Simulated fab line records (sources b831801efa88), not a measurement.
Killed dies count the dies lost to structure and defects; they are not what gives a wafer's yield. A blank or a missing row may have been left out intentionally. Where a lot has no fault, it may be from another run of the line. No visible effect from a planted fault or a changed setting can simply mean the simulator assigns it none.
Comparing a struck lot with a sound one    flow sky130    14 steps out of a route of 708
Sound: these wafers, L841.1, L841.4, L841.6. Wafers L834.1, L834.2, L834.3 were the ones struck. The cause comes at the end.
For every step that has rows: the tool of each side, followed by ch and its chambers, followed by its first start. Under that, the readings that differ: sound wafers    struck wafers    difference of the means    sigmas: that difference in standard deviations of wafers without a fault.
alike: same words and numbers on both sides, and readings whose means sit less than 2 such deviations apart. not compared: any withheld reading, any reading some wafer has no value for, any bound like >300 that may hide the same value, and any number with overlapping values for which the record gives no deviation.
Wherever a step has rows on one side only, a row that says differs or no value, or a row with sigmas, the two part there. Numbers that don't overlap but have no deviation are shown without sigmas and don't part them. A reading that every wafer of one side lacks parts them only if that side has two wafers or more.

SKY_VIA1_OVL_MEAS_13:
  sound on overlay-02, day 40 04:42; struck on overlay-01, day 37 07:42
  alike: VIA1_OVL
SKY_VIA1_ETCH_14: etches BARC in N2/H2, stops on SiO2, time 45.9 s, target depth 60 nm.
  sound on rie_diel-04 ch 2,3, day 40 04:44; struck on rie_diel-01 ch 0,2,3, day 37 07:44
  alike: drypump_motor_current_A, oes_product_au, throttle_valve_pct
  not compared: rf_hours_counter_h
SKY_VIA1_ETCH_15: etches SiO2 in C4F8/O2/Ar, stops on TiN, target depth 351 nm, time 52.85 s.
  sound on rie_diel-04 ch 2,3, day 40 04:47; struck on rie_diel-01 ch 0,2,3, day 37 07:47
  alike: oes_product_au
  not compared: rf_hours_counter_h
SKY_VIA1_STRIP_16: strips in O2/N2.
  sound on plasma_asher-04 ch 0,1, day 40 04:50; struck on plasma_asher-03 ch 0,1, day 37 07:50
  alike: drypump_motor_current_A, oes_product_au, strip_time_to_endpoint_s
  not compared: rf_hours_counter_h
then, 4 steps without rows for these wafers: SKY_VIA1_STRIP_17 (strips in post etch residue remover, time 1200 s); SKY_VIA1_CLEAN_18 (cleans in IPA, time 180 s); SKY_VIA1_CLEAN_19 (cleans in O3/DIW); SKY_VIA1_SPUTTER_20 (material TiN, target thk 20 nm, time 80 s).
SKY_VIA1_CVD_21: deposits W, target thk 270 nm, time 80.902 s.
  sound on cvd_w-02 ch 0,1, day 40 05:29; struck on cvd_w-01 ch 0,1, day 37 08:29
  alike: heater_power_w
SKY_VIA1_RS_MEAS_22: measures by four-point-probe.
  sound on film_metro-02, day 40 05:34; struck on film_metro-04, day 37 08:34
  alike: VIA1_W_RS
SKY_VIA1_THK_MEAS_23: measures by xrf.
  sound on film_metro-02, day 40 05:41; struck on film_metro-04, day 37 08:41
  alike: VIA1_W_THK
then, 1 step without rows for these wafers: SKY_VIA1_CMP_24 (polishes, stops on SiO2, t overpolish 15 s, target thk 0 nm).
SKY_METAL2_SPUTTER_00: material Ti, target thk 15 nm, time 10 s.
  sound on pvd_sputter-04, day 40 06:03; struck on pvd_sputter-04, day 37 09:03
  no value came back on the struck wafers for cathode_dc_power_W (W), chamber_pressure_pa (Pa), throttle_valve_pct (%); on the sound wafers cathode_dc_power_W (W) reads 2999.7 2999.4 3000.2
SKY_METAL2_SPUTTER_01: material TiN, target thk 20 nm, time 16.7 s.
  sound on pvd_sputter-04, day 40 06:05; struck on pvd_sputter-04, day 37 09:05
  alike: cathode_dc_power_W, chamber_pressure_pa, throttle_valve_pct

## WHERE THEY PART
At SKY_METAL2_SPUTTER_00 and nowhere else, as far as this record goes. Later steps at which nothing parts them and some readings are alike: SKY_METAL2_SPUTTER_01.

WHY: what had been put in by the simulator
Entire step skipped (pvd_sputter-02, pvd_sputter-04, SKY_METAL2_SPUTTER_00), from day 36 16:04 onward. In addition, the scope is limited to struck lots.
